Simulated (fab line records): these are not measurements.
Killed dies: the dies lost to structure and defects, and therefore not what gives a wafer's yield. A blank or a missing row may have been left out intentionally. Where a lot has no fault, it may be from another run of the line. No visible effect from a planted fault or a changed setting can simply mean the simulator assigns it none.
Which tool did it?    flow sky130    12 lots (36 wafers sampled), 1 step of a 708-step route

## WHAT THE GAUGES SHOWED, per wafer
SKY_NWELL_OVL_MEAS_23.
lot   measured      on          NWELL_01_OVL (nm)
L075  day 5 11:05   overlay-01  -1.5 -0.4 -0.7
L077  day 6 00:35   overlay-01  -0.3 -1.2 -0.3
L079  day 6 10:38   overlay-01  -0.4 -1.2 -1.3
L081  day 7 00:44   overlay-02  0.0 1.5 0.2
L083  day 7 11:20   overlay-02  0.2 0.2 -0.4
L085  day 8 05:01   overlay-02  -1.1 0.8 -0.4
L087  day 8 12:34   overlay-02  0.8 0.9 0.1
L089  day 9 02:05   overlay-02  1.8 0.8 0.6
L091  day 9 14:44   overlay-02  -2.1 -2.5 -2.0
L093  day 10 07:34  overlay-02  0.2 0.8 2.3
L095  day 10 13:23  overlay-01  0.4 0.1 0.4
L097  day 11 02:17  overlay-01  0.5 0.0 -0.3

## WHICH TOOL RAN EACH LOT (tool, then ch and the chambers of the sampled wafers, then the start)
The record shows no process step preceding these readings.

## THE ANSWER, worked out from the rows above alone
Rule: what is usual is taken from the lots themselves. The widest of any qualifying gaps counts: lots, ordered by their means at a reading, are off when they make up no more than a third of the lots, leave a main group of 4 or more, and stand apart from it by 3 or more times the standard deviation of that group's means. If all means in a main group match to the digits the tables above print for the reading, that group is not used. A lot without any number at a reading at which 4 lots or more have one is off too. Any other lot the step has rows for is counted as sound.
No lot is off at any reading shown: from this, nothing can be told.

## WHAT HAD BEEN PUT IN BY THE SIMULATOR
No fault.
